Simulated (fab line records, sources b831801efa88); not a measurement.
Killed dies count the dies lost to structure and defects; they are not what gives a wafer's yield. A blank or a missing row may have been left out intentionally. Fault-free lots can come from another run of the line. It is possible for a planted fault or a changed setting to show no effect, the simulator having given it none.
Commonality check across tools	flow sky130	13 lots, 39 wafers sampled

WHY IT WAS OPENED
2 of 13 lots carry a flag on the reading VT_ADJUST_LVTN_2_TW at SKY_VT_ADJUST_LVTN_TW_MEAS_21. Wafers without a fault read 187.9, standard deviation 2.1.
Rule: a lot is flagged when every wafer of it that has a number lies more than 4 standard deviations from that mean, or none has a number. The rest of the lots are taken to be sound.

lot	measured	on	VT_ADJUST_LVTN_2_TW, wafer by wafer	flag
L825	day 7 16:25	filmMetro-03	191.2 190.0 190.9	
L826	day 7 18:39	filmMetro-04	185.2 185.8 185.2	
L827	day 8 02:37	filmMetro-04	185.6 186.3 187.1	
L828	day 8 09:15	filmMetro-04	185.4 185.7 186.6	
L830	day 8 21:54	filmMetro-02	189.7 189.1 188.2	
L831	day 9 06:12	filmMetro-03	190.8 190.5 191.0	
L832	day 9 14:21	filmMetro-03	190.2 190.3 190.5	
L835	day 10 17:07	filmMetro-03	190.9 190.8 192.1	
L837	day 11 04:52	filmMetro-02	187.9 189.1 189.8	
L838	day 11 08:31	filmMetro-04	186.5 185.9 185.7	
L840	day 11 20:47	filmMetro-02	205.1 204.8 204.6	FLAGGED
L844	day 13 05:54	filmMetro-04	202.3 202.1 202.6	FLAGGED
L847	day 13 22:36	filmMetro-02	188.6 188.4 188.6	
The numbers of the flagged lots are 203.6 on average: +15.7 against the usual, or +7 standard deviations.

EACH LOT AND THE TOOL IT RAN ON
The record keeps 1 process step preceding the reading, out of 708 steps on the route. Each cell gives the tool, then ch followed by the chambers the sampled wafers passed through, then the start.
lot	flag	SKY_VT_ADJUST_LVTN_IMPLANT_19
L825		implanter-01 ch 0, day 7 16:10
L826		implanter-04 ch 0, day 7 18:24
L827		implanter-04 ch 0, day 8 02:24
L828		implanter-04 ch 0, day 8 09:00
L830		implanter-02 ch 0, day 8 21:39
L831		implanter-02 ch 0, day 9 05:57
L832		implanter-04 ch 0, day 9 14:06
L835		implanter-02 ch 0, day 10 16:52
L837		implanter-02 ch 0, day 11 04:37
L838		implanter-01 ch 0, day 11 08:18
L840	FLAGGED	implanter-02 ch 0, day 11 20:34
L844	FLAGGED	implanter-02 ch 0, day 13 05:39
L847		implanter-04 ch 0, day 13 22:21
What is done by these steps:
- SKY_VT_ADJUST_LVTN_IMPLANT_19
- SKY_VT_ADJUST_LVTN_TW_MEAS_21

FLAGGED AGAINST TOTAL, ONE TOOL AT A TIME (gauges that did the reading follow at the end)
step	tool	lots run	flagged	share of the flagged lots	sound lots run after its first flagged lot
SKY_VT_ADJUST_LVTN_IMPLANT_19	implanter-01	2	0	none	-
SKY_VT_ADJUST_LVTN_IMPLANT_19	implanter-02	6	2	all	0
SKY_VT_ADJUST_LVTN_IMPLANT_19	implanter-04	5	0	none	-
SKY_VT_ADJUST_LVTN_TW_MEAS_21	filmMetro-02	4	1	some	1 (L847)
SKY_VT_ADJUST_LVTN_TW_MEAS_21	filmMetro-03	4	0	none	-
SKY_VT_ADJUST_LVTN_TW_MEAS_21	filmMetro-04	5	1	some	0

THE TABLE: WHAT IT ALLOWS
Rows of the table that ran each flagged lot: 1, that is implanter-02 at SKY_VT_ADJUST_LVTN_IMPLANT_19.
- implanter-02 at SKY_VT_ADJUST_LVTN_IMPLANT_19 ran 6 lots, 2 of them flagged. Last sound lot L837 at day 11 04:37, first flagged lot L840 at day 11 20:34; a fault beginning in between fits. Its own readings lie more than 4 standard deviations out on every wafer of the flagged lots: beamOnS, faradayCurrentUA.
implanter-02 at SKY_VT_ADJUST_LVTN_IMPLANT_19 is the single tool remaining.

WHAT HAD BEEN PUT IN BY THE SIMULATOR
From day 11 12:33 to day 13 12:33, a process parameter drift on implanter-02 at SKY_VT_ADJUST_LVTN_IMPLANT_19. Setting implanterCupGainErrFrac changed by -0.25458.
Shown lots that were struck: L840, L844. The rule given above showed the same thing.
